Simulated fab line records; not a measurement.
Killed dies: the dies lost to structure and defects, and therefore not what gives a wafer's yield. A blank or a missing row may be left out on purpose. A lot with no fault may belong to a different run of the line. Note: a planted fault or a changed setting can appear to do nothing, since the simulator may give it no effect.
fab line records	flow sky130
[record] lots = 6	wafers = 18	last_day = 50
route steps=708 shown LI_CONTACT@365 PAD_OPEN@708
lots untouched by any fault: they come from a run of this same line in which no faults occurred
start_h: hours from the record's first day to the start of the lot's first wafer shown	wait_h: time in hours since the lot's previous step	" unchanged from the row above	L1.1+2: one row covering several wafers at once	- no value, or no start was given	* or withheld: withheld	< > ~ a bound
route shown NAME@n: a module of which the file shows steps, and the number in the route of the first	usual: mean/standard deviation of fault-free wafers	same: alike in all rows	chamber/n: place in a boat	sites: readings site by site	_std_site: the values' standard deviation	_edge_site: the outer-site mean with the inner-site mean subtracted	radius_mm: for every site, how far away it sits from the centre of the wafer	mask NAME#n: copy n	behind: the last tool/chamber to shape the wafer	hold: reason for holding the lot/hours on hold/outcome of the hold	device: transistor that didn't switch, given as n, p or np	end of line: tests of these same wafers at the route's end	a step with no rows: only its recipe	killed: dies lost to structure and defects at the first sort, not the wafer's yield	map: a wafer's dies, x killed, . not, _ none there
set.NAME: the setting as run; set.NAME@STEP: as run at that earlier step	model.NAME: the simulator's own value behind a step, which no gauge read
lots seen at some steps along the route; tables by step, rows by wafer
services: the hour from which a tool's chamber was out of use, counted from the record's first day as start_h (under 0 if before that day), plus the number of hours and why
[[steps]]
[step SKY_LI_CONTACT_BOW_MEAS_03]
[recipe] mode = bow
[usual] LI_CONTACT_BOW = 56/6.5
lot.wafer	tool	chamber	start_h	wait_h	LI_CONTACT_BOW[um]
L744.1	film_metro-03	-	696.61	0.2	51
L744.2	"	-	"	"	61
L744.5	"	-	"	"	55
L745.1	film_metro-04	-	705.72	0.2	61
L745.2	"	-	"	"	59
L745.5	"	-	"	"	63
L752.2	film_metro-02	-	764.80	0.2	50
L752.3	"	-	"	"	44
L752.6	"	-	"	"	46
L754.1	film_metro-02	-	780.13	0.1	55
L754.5	"	-	"	"	57
L754.6	"	-	"	"	69
L757.1	film_metro-02	-	835.77	0.1	59
L757.2	"	-	"	"	52
L757.5	"	-	"	"	60
L759.1	film_metro-04	-	842.84	0.2	61
L759.5	"	-	"	"	46
L759.6	"	-	"	"	55
[step SKY_LI_CONTACT_DEHYDRATE_04]
[recipe] temp_c = 200	time_s = 60
[step SKY_LI_CONTACT_HMDS_05]
[recipe] prime_time_s = 60	prime_temp_c = 120
[step SKY_LI_CONTACT_COAT_06]
[recipe] resist = BARC	temp_c = withheld	time_s = withheld	spin_rpm = 3000	resist_thk_nm = 60
[step SKY_LI_CONTACT_COAT_07]
[recipe] resist = KrF-thick	spin_rpm = 3000	resist_thk_nm = 450
[step SKY_LI_CONTACT_SOFTBAKE_08]
[recipe] temp_c = 100	time_s = 90	resist = KrF-thick
[step SKY_LI_CONTACT_EXPOSE_09]
[recipe] mask_id = LICM1	na = 0.8	source_shape = annular	sigma_inner = 0.55	sigma_outer = 0.85	target_cd_nm = 170	dose_mj = 38
[step SKY_LI_CONTACT_PEB_10]
[recipe] peb_temp_c = withheld	peb_time_s = withheld	resist = KrF-thick
[step SKY_LI_CONTACT_DEVELOP_11]
[recipe] develop_time_s = 60	resist = KrF-thick	dev_temp_c = 21
[step SKY_LI_CONTACT_CD_MEAS_12]
[recipe] target_cd_nm = 170
[usual] cd_nm = 170.0/1.6
lot.wafer	tool	chamber	start_h	wait_h	cd_nm
L744.1	cd_sem-01	-	724.57	-	167.5
L744.2	"	-	"	"	168.0
L744.5	"	-	"	"	168.6
L745.1	cd_sem-01	-	732.82	-	171.2
L745.2	"	-	"	"	170.6
L745.5	"	-	"	"	170.8
L752.2	cd_sem-02	-	791.60	-	170.9
L752.3	"	-	"	"	172.0
L752.6	"	-	"	"	171.6
L754.1	cd_sem-02	-	805.64	-	168.6
L754.5	"	-	"	"	168.2
L754.6	"	-	"	"	169.6
L757.1	cd_sem-02	-	861.92	-	172.7
L757.2	"	-	"	"	173.7
L757.5	"	-	"	"	172.0
L759.1	cd_sem-02	-	869.42	-	171.7
L759.5	"	-	"	"	170.7
L759.6	"	-	"	"	171.3
[step SKY_LI_CONTACT_OVL_MEAS_13]
[usual] LI_CONTACT_OVL = -5/5.5
lot.wafer	tool	chamber	start_h	wait_h	LI_CONTACT_OVL[nm]
L744.1	overlay-02	-	724.69	0.1	-5
L744.2	"	-	"	"	-5
L744.5	"	-	"	"	-8
L745.1	overlay-01	-	732.94	0.1	-8
L745.2	"	-	"	"	-7
L745.5	"	-	"	"	-7
L752.2	overlay-02	-	791.71	0.1	-3
L752.3	"	-	"	"	1
L752.6	"	-	"	"	3
L754.1	overlay-01	-	805.76	0.1	6
L754.5	"	-	"	"	0
L754.6	"	-	"	"	0
L757.1	overlay-02	-	862.04	0.1	-1
L757.2	"	-	"	"	-9
L757.5	"	-	"	"	-3
L759.1	overlay-02	-	869.54	0.1	-7
L759.5	"	-	"	"	-3
L759.6	"	-	"	"	-4
[step SKY_LI_CONTACT_ETCH_14]
[recipe] chemistry = N2/H2	target = BARC	ion_energy_ev = 200	source_w = 500	bias_w = 100	pressure_mtorr = 30	n2_flow_sccm = 100	h2_flow_sccm = 200	stop_on = SiO2	time_s = 45.9	target_depth_a = 600
[usual] drypump_motor_current_A = 5.8/0.37	oes_product_au = 0.855/0.0049	throttle_valve_pct = 13.225/0.0089
lot.wafer	tool	chamber	start_h	wait_h	drypump_motor_current_A	oes_product_au	rf_hours_counter_h	throttle_valve_pct
L744.1	rie_diel-03	1	724.73	0.0	6.3	0.846	9	13.244
L744.2	"	0	"	"	5.7	0.848	5	13.223
L744.5	"	2	"	"	5.8	0.862	-	13.216
L745.1	rie_diel-01	1	732.98	0.0	5.7	0.859	11	13.231
L745.2	"	3	"	"	5.6	0.860	42	13.219
L745.5	"	2	"	"	5.6	0.855	-	13.216
L752.2	rie_diel-03	0	791.74	0.0	5.7	0.855	7	13.239
L752.3	"	3	"	"	5.8	0.859	7	13.224
L752.6	"	1	"	"	6.4	0.855	-	13.220
L754.1	rie_diel-03	3	805.79	0.0	5.8	0.855	7	13.234
L754.5	"	3	"	"	5.8	0.853	-	13.218
L754.6	"	0	"	"	5.7	0.855	-	13.233
L757.1	rie_diel-01	1	862.08	0.0	5.7	0.850	14	13.220
L757.2	"	2	"	"	5.7	0.860	16	13.226
L757.5	"	0	"	"	6.4	0.853	-	13.231
L759.1	rie_diel-02	1	869.58	0.0	6.3	0.858	21	13.235
L759.5	"	3	"	"	5.1	0.855	-	13.208
L759.6	"	2	"	"	5.8	0.847	-	13.232
[step SKY_LI_CONTACT_ETCH_15]
[recipe] target = PSG	chemistry = C4F8/O2/Ar	stop_on = Si	taper_deg = 4.15	mask_material = KrF-thick	source_w = 1500	bias_w = 1200	pressure_mtorr = 40	c4f8_flow_sccm = withheld	O2_flow_sccm = 6	Ar_flow_sccm = 300	time_s = withheld	target_depth_a = 6000
[usual] oes_product_au = 0.837/0.005
lot.wafer	tool	chamber	start_h	wait_h	oes_product_au	model.KrF-thick_of_LI_CONTACT_COAT_07.thk_nm
L744.1	rie_diel-03	1	724.77	0.0	0.834	229.8
L744.2	"	0	"	"	0.836	228.9
L744.5	"	2	"	"	0.829	233
L745.1	rie_diel-01	1	733.02	0.0	0.833	228.2
L745.2	"	3	"	"	0.833	228.4
L745.5	"	2	"	"	0.844	225
L752.2	rie_diel-03	0	791.78	0.0	0.837	269.4
L752.3	"	3	"	"	0.834	233.8
L752.6	"	1	"	"	0.836	229.6
L754.1	rie_diel-03	3	805.83	0.0	0.843	234.7
L754.5	"	3	"	"	0.826	233.2
L754.6	"	0	"	"	0.832	269.2
L757.1	rie_diel-01	1	862.12	0.0	0.837	227.1
L757.2	"	2	"	"	0.838	229.9
L757.5	"	0	"	"	0.838	229.2
L759.1	rie_diel-02	1	869.62	0.0	0.829	234.1
L759.5	"	3	"	"	0.843	237.9
L759.6	"	2	"	"	0.834	222.9
[step SKY_LI_CONTACT_STRIP_16]
[recipe] chemistry = O2/N2	power_w = 1400	pressure_mtorr = 1500	platen_temp_c = withheld	o2_flow_sccm = 3000	n2_flow_sccm = 300	overash_fraction = 0.5
[usual] drypump_motor_current_A = 6.1/0.5	oes_product_au = 0.375/0.0044	strip_time_to_endpoint_s = 3.49/0.042
[same] overash_fraction = 0.5
lot.wafer	tool	chamber	start_h	wait_h	drypump_motor_current_A	oes_product_au	rf_hours_counter_h	strip_time_to_endpoint_s
L744.1	plasma_asher-01	0	724.85	-	5.8	0.370	105	3.48
L744.2	"	1	"	"	6.4	0.375	105	3.47
L744.5	"	1	"	"	6.4	0.373	-	3.54
L745.1	plasma_asher-03	1	733.10	-	5.5	0.379	90	3.45
L745.2	"	0	"	"	6.6	0.377	90	3.48
L745.5	"	0	"	"	6.6	0.379	-	3.43
L752.2	plasma_asher-01	0	791.87	-	5.8	0.390	5	3.91
L752.3	"	0	"	"	5.8	0.372	-	3.51
L752.6	"	1	"	"	6.5	0.370	-	3.48
L754.1	plasma_asher-01	0	805.92	-	5.8	0.378	6	3.52
L754.5	"	0	"	"	5.8	0.381	-	3.51
L754.6	"	1	"	"	6.5	0.391	-	3.90
L757.1	plasma_asher-01	1	862.21	-	6.5	0.376	12	3.46
L757.2	"	0	"	"	5.8	0.375	12	3.50
L757.5	"	0	"	"	5.8	0.367	-	3.46
L759.1	plasma_asher-01	0	869.71	-	5.8	0.379	13	3.52
L759.5	"	0	"	"	5.8	0.378	-	3.58
L759.6	"	1	"	"	6.5	0.375	-	3.41
[step SKY_LI_CONTACT_CLEAN_17]
[recipe] chemistry = NMP	time_s = 600	temp_c = 60	dry = n2_spin
[step SKY_PAD_OPEN_PROBE_99]
[usual] killed_at_M0_to_M3 = 43/6.8	killed_at_M4_up = 3.2/1.9	killed_at_contacts = 24/5	killed_at_front_end = 16/4.9	killed_at_other = 0.4/0.76	killed_dies = 87/10	killed_open = 47/7.3	killed_short = 39/6.2
[same] gross_dies = 492	killed_at_back_side = 0
lot.wafer	tool	chamber	start_h	wait_h	killed_at_M0_to_M3	killed_at_M4_up	killed_at_contacts	killed_at_front_end	killed_at_other	killed_dies	killed_open	killed_short	model.etest.pfet_01v8.r_on_ohm_um	model.etest.licon_pdiff.rc_ohm	model.etest.pfet_g5v0d10v5.r_on_ohm_um	model.etest.nfet_g5v0d10v5.r_on_ohm_um	model.etest.nfet_01v8.r_on_ohm_um	model.etest.licon_ndiff.rc_ohm	model.etest.sonos_uncharged.r_on_ohm_um	model.etest.licon_high_po.rc_ohm
L744.1	prober-01	-	1110.86	0.1	43	6	25	25	0	99	52	47	2882	575.3	4670	1871	849.2	182.4	811.1	360.7
L744.2	prober-01	-	1110.91	0.1	36	2	37	11	0	86	49	37	2902	613.2	4710	1864	858.1	189.8	805.3	354.3
L744.5	prober-01	-	1111.06	0.2	43	4	31	14	1	93	49	44	2851	593.4	4595	1831	828.3	186.4	808.1	361.1
L745.1	prober-02	-	1115.60	0.1	34	2	18	22	0	76	34	42	2857	548.4	4821	1890	819.4	178.3	807.5	339.3
L745.2	prober-02	-	1115.65	0.1	45	6	29	15	0	95	55	40	2903	589.1	4792	1902	849.6	179.9	813.7	341.6
L745.5	prober-02	-	1115.80	0.2	39	2	17	18	0	76	44	32	2898	590.4	4834	1882	863.7	179.3	814.8	345.5
L752.2	prober-01	-	1157.97	0.1	30	2	42	11	0	85	39	28	3001	705.2	4885	1945	908.8	253.9	874.7	396
L752.3	prober-01	-	1158.02	0.2	36	2	23	12	1	74	39	35	2919	570.6	4798	1885	835.6	180.2	819.4	343.3
L752.6	prober-01	-	1158.17	0.2	46	1	22	16	0	85	44	41	2933	548.6	4869	1899	834.8	172.8	827.2	338.2
L754.1	prober-01	-	1165.21	0.1	35	2	18	19	0	74	41	32	2917	602.2	4752	1880	831.7	186.7	815.4	355.9
L754.5	prober-01	-	1165.41	0.2	38	3	33	20	0	94	51	43	3006	584	4751	1883	835.8	187.9	817.4	357
L754.6	prober-01	-	1165.46	0.2	42	5	42	15	0	104	44	41	3089	721.9	4833	1951	890.9	254.4	864.1	384.4
L757.1	prober-01	-	1200.96	0.1	59	5	26	16	0	106	57	49	2875	549.4	4715	1873	826.9	168.7	811	329.6
L757.2	prober-01	-	1201.01	0.1	41	3	12	11	0	67	37	30	2870	564	4745	1885	843.9	169.6	793.8	330.6
L757.5	prober-01	-	1201.16	0.2	45	4	15	23	0	87	45	42	2906	563	4756	1893	843	179.5	806.7	323.6
L759.1	prober-01	-	1208.75	0.1	34	3	23	14	0	74	41	33	2889	567.6	4724	1893	831.9	174.2	809.5	346.9
L759.5	prober-01	-	1208.95	0.2	49	7	24	12	0	92	56	35	2854	589.2	4706	1876	842.4	179.3	809.5	364.8
L759.6	prober-01	-	1209.00	0.2	41	8	14	14	1	78	36	42	2856	581.7	4658	1858	807	187.3	795.9	344.8
// killed by level:class
L744.1 LI_CONTACT:geometric_particle:open=11 VIA1:geometric_particle:short=9 VIA1:geometric_particle:open=8 CONTACT:geometric_particle:open=7 POLY_GATE:geometric_particle:short=6 FIELD_ISO:geometric_particle:open=5 METAL1:geometric_particle:short=5 METAL4:geometric_particle:short=5
L744.2 LI_CONTACT:geometric_particle:open=15 CONTACT:geometric_particle:open=10 VIA1:geometric_particle:open=9 METAL2:geometric_particle:short=8 LOCAL_INTERCONNECT:geometric_particle:short=6 CONTACT:geometric_particle:short=4 POLY_GATE:geometric_particle:short=4 VIA2:geometric_particle:open=4
L744.5 VIA1:geometric_particle:open=12 LI_CONTACT:geometric_particle:open=10 LOCAL_INTERCONNECT:geometric_particle:short=7 METAL2:geometric_particle:short=7 VIA2:geometric_particle:open=6 CONTACT:geometric_particle:short=5 CONTACT:geometric_particle:open=5 VIA1:geometric_particle:short=5
L745.1 FIELD_ISO:geometric_particle:short=7 METAL2:geometric_particle:short=6 POLY_GATE:geometric_particle:open=5 POLY_GATE:geometric_particle:short=5 LI_CONTACT:geometric_particle:open=5 VIA1:geometric_particle:short=5 VIA1:geometric_particle:open=5 VIA3:geometric_particle:open=5
L745.2 VIA1:geometric_particle:open=11 CONTACT:geometric_particle:open=10 VIA3:geometric_particle:open=8 CONTACT:geometric_particle:short=7 LI_CONTACT:geometric_particle:open=6 METAL2:geometric_particle:short=6 METAL4:geometric_particle:short=5 METAL1:geometric_particle:short=5
L745.5 VIA1:geometric_particle:open=12 FIELD_ISO:geometric_particle:open=8 VIA2:geometric_particle:open=6 METAL2:geometric_particle:short=5 CONTACT:geometric_particle:open=4 FIELD_ISO:geometric_particle:short=4 VIA3:geometric_particle:open=4 LI_CONTACT:geometric_particle:short=3
L752.2 LI_CONTACT:area_etch=18 VIA1:geometric_particle:open=10 CONTACT:geometric_particle:open=9 LI_CONTACT:geometric_particle:open=8 VIA3:geometric_particle:open=5 FIELD_ISO:geometric_particle:short=4 POLY_GATE:geometric_particle:short=4 METAL1:geometric_particle:short=4
L752.3 VIA1:geometric_particle:open=12 CONTACT:geometric_particle:open=7 VIA1:geometric_particle:short=6 LI_CONTACT:geometric_particle:open=5 POLY_GATE:geometric_particle:short=4 CONTACT:geometric_particle:short=4 METAL3:geometric_particle:short=4 POLY_GATE:geometric_particle:open=3
L752.6 VIA1:geometric_particle:open=14 CONTACT:geometric_particle:open=8 METAL2:geometric_particle:short=8 VIA3:geometric_particle:open=6 CONTACT:geometric_particle:short=5 SPACER:geometric_particle:short=4 LI_CONTACT:geometric_particle:short=4 LI_CONTACT:geometric_particle:open=4
L754.1 VIA2:geometric_particle:open=8 FIELD_ISO:geometric_particle:open=7 POLY_GATE:geometric_particle:short=6 LI_CONTACT:geometric_particle:open=5 VIA1:geometric_particle:open=5 LI_CONTACT:geometric_particle:short=4 LOCAL_INTERCONNECT:geometric_particle:short=4 CONTACT:geometric_particle:open=4
L754.5 CONTACT:geometric_particle:open=12 VIA1:geometric_particle:open=8 LI_CONTACT:geometric_particle:open=7 CONTACT:geometric_particle:short=7 VIA2:geometric_particle:open=6 VIA1:geometric_particle:short=6 POLY_GATE:geometric_particle:short=5 LOCAL_INTERCONNECT:geometric_particle:short=5
L754.6 LI_CONTACT:area_etch=19 VIA1:geometric_particle:open=10 LOCAL_INTERCONNECT:geometric_particle:short=7 LI_CONTACT:geometric_particle:open=6 CONTACT:geometric_particle:open=6 METAL2:geometric_particle:short=6 VIA3:geometric_particle:open=5 METAL1:geometric_particle:short=5
L757.1 VIA1:geometric_particle:open=15 VIA3:geometric_particle:open=10 LI_CONTACT:geometric_particle:open=9 CONTACT:geometric_particle:short=9 VIA3:geometric_particle:short=8 METAL2:geometric_particle:short=7 VIA2:geometric_particle:open=6 POLY_GATE:geometric_particle:short=5
L757.2 VIA1:geometric_particle:open=13 METAL1:geometric_particle:short=11 VIA2:geometric_particle:open=6 FIELD_ISO:geometric_particle:open=4 LI_CONTACT:geometric_particle:open=4 METAL3:geometric_particle:short=4 CONTACT:geometric_particle:open=3 VIA3:geometric_particle:short=3
L757.5 VIA1:geometric_particle:open=7 POLY_GATE:geometric_particle:short=5 CONTACT:geometric_particle:open=5 LI_CONTACT:geometric_particle:open=5 VIA2:geometric_particle:open=5 METAL1:geometric_particle:short=5 VIA1:geometric_particle:short=5 VIA3:geometric_particle:open=5
L759.1 CONTACT:geometric_particle:open=10 VIA3:geometric_particle:open=8 VIA1:geometric_particle:open=7 LI_CONTACT:geometric_particle:open=6 VIA1:geometric_particle:short=6 VIA3:geometric_particle:short=5 FIELD_ISO:geometric_particle:open=4 FIELD_ISO:geometric_particle:short=4
L759.5 VIA1:geometric_particle:open=15 LI_CONTACT:geometric_particle:open=11 VIA3:geometric_particle:open=11 CONTACT:geometric_particle:open=6 METAL2:geometric_particle:short=6 CONTACT:geometric_particle:short=5 VIA2:geometric_particle:short=5 FIELD_ISO:geometric_particle:open=4
L759.6 VIA1:geometric_particle:open=9 METAL2:geometric_particle:short=8 METAL4:geometric_particle:short=7 LI_CONTACT:geometric_particle:open=5 LOCAL_INTERCONNECT:geometric_particle:short=4 CONTACT:geometric_particle:open=4 METAL1:geometric_particle:short=4 VIA2:geometric_particle:open=4
// map L752.2 (x killed, . not)
__________x........x_________
________..x.....x...x._______
______............x..x.._____
_____................x...____
____....x........x........___
___......x...............x.__
__.................x........_
_.............xx.x....xx.....
_....x......x.xxxx...........
_...xx.....x..xxxx......x....
_......x..x...xxxx.x....x....
_...........x..xx.x..........
_....x.....x...xx............
_..x.....x.xxx..x.....x.x....
_.....................x.x....
__.x..x.....x.x.........x..._
___....x..x.......x..x.....__
____.x...........x......x.___
_____xx........x....xx.x.____
______x..x....xx...x...._____
________x....x........_______
__________......x.x._________
// map L754.6 (x killed, . not)
__________..x......._________
________..xx......x..._______
______...x.x.....xxx...._____
_____....x....x..x...x...____
____......x.x.............___
___x.........x..x.....x..x.__
__.x..x..xx..............x.._
_.x.....x.xx..xx.x......x....
_.....x.x...x..xxxx...x.....x
_.....x.x....xxxxxxx.........
_............xxxxx.x........x
_...x..x..x...xx..x.x.x......
_.......x...xxx...x..........
_..x....x....x.x.x...x.......
_.................x.........x
__x...........x........x.x.x_
___.x................x...xx__
____....xx.x.....x........___
_____...x.....x..x.......____
______x..x.............._____
________x..x.xx.x....._______
__________.x.....x.._________
[[services]]
tool	chamber	start_h	hours	kind
rie_diel-01	-	726.57	1.0	repair
plasma_asher-01	-	733.75	9.0	pm
plasma_asher-01	0	733.75	9.0	vent_cycle
plasma_asher-01	1	733.75	9.0	vent_cycle
rie_diel-01	0	736.85	9.9	repair
rie_diel-01	2	742.44	2.6	repair
plasma_asher-01	0	742.75	-	clean
plasma_asher-01	1	742.75	-	clean
rie_diel-01	3	754.00	-	clean
rie_diel-01	3	754.00	27.0	scheduled_down
rie_diel-01	3	754.00	27.0	vent_cycle
rie_diel-02	3	768.92	11.6	repair
rie_diel-01	-	777.95	1.2	repair
rie_diel-02	1	800.10	1.3	repair
rie_diel-01	0	801.21	7.3	repair
plasma_asher-03	-	823.49	0.8	repair
rie_diel-02	3	823.65	17.4	repair
rie_diel-03	0	828.18	4.8	repair
rie_diel-02	0	867.28	-	clean
rie_diel-02	0	867.28	23.4	scheduled_down
rie_diel-02	0	867.28	23.4	vent_cycle
[[key]]
[first_sign] step = SKY_LI_CONTACT_STRIP_16	reading = strip_time_to_endpoint_s	direction = up	sigmas = 9.9	usual = *	struck = *
[effect] step = SKY_LI_CONTACT_STRIP_16	reading = oes_product_au	direction = up	sigmas = 3.5	usual = 0.375	struck = 0.391
[effect] step = SKY_PAD_OPEN_PROBE_99	reading = killed_at_contacts	direction = up	sigmas = 3.5	usual = 24	struck = 42
[model_effect] step = SKY_LI_CONTACT_ETCH_15	value = KrF-thick_of_LI_CONTACT_COAT_07.thk_nm	without = 229.6	struck = 269.3
[model_effect] step = SKY_PAD_OPEN_PROBE_99	value = etest.pfet_01v8.r_on_ohm_um	without = 2905	struck = 3045
[more_kills_born_at] SKY_LI_CONTACT_ETCH_15@rie_diel-03 = 37
met_at SKY_LI_CONTACT_ETCH_15
struck_wafers L752.2,L754.6
tester_left_out L752,L754
onset_between 724.77 791.78
[fault] kind = process_parameter_drift	tool = rie_diel-03	chamber = 0	onset_h = 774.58	steps = SKY_LI_CONTACT_ETCH_15	channel = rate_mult	offset = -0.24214	shape = step	end_h = 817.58
// tester_left_out: of these lots the tester's yield and bins aren't shown, on N5 and GAA mostly nor the transistor test; their killed dies are dies lost to structure and defects alone, not to doping, threshold or leakage, so they don't give the yield
